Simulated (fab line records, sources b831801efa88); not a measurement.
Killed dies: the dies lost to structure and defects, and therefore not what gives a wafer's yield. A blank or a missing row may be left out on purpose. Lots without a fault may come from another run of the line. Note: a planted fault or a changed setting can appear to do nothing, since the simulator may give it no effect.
Matching of chambers	flow sky130	4 sister chambers for SKY_VIA3_CMP_02 on cmp-01
The step polishes SiO2. 4 wafers are shown with their chamber, then 12 later ones without.

== WAFERS, EACH WITH ITS CHAMBER ==
wafer	chamber	motor current A (A)
L078.5	3	10.4
L083.5	0	13.9
L086.4	2	11.1
L086.6	1	11.3

== WAFERS WHOSE CHAMBER IS MISSING ==
wafer	motor current A (A)
L088.1	10.9
L088.3	14.1
L088.6	11.5
L090.1	10.5
L090.3	10.1
L090.4	11.3
L091.3	11.3
L091.5	11.5
L091.6	11.5
L096.1	10.8
L096.3	14.2
L096.4	10.7

== WHICH CHAMBER EACH ONE RAN IN ==
wafer	from the rows above	in truth
L088.1	can't be placed: 2 or 1 or 3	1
L088.3	0	0
L088.6	can't be placed: 1 or 2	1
L090.1	3	3
L090.3	3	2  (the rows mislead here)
L090.4	can't be placed: 1 or 2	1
L091.3	can't be placed: 1 or 2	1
L091.5	can't be placed: 1 or 2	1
L091.6	can't be placed: 1 or 2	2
L096.1	can't be placed: 2 or 3 or 1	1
L096.3	0	0
L096.4	can't be placed: 3 or 2 or 1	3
Placed correctly: 3 of 12. Unplaceable from these rows: 8, with the true chamber sitting among the candidates in 8. Number placed wrongly: 1.
How it was worked out, from the rows above alone: a wafer's distance from a chamber is the root of the sum, over the readings, of the square of ((its reading less the chamber's mean) divided by the reading's scatter). If the next closest chamber is less than 2 further off than the closest, the wafer can't be placed; otherwise it belongs to the closest. The mean given for a chamber averages the wafers shown for that chamber. The scatter: root of mean squared gap, hidden wafer to nearest shown wafer, with one shown wafer a chamber.
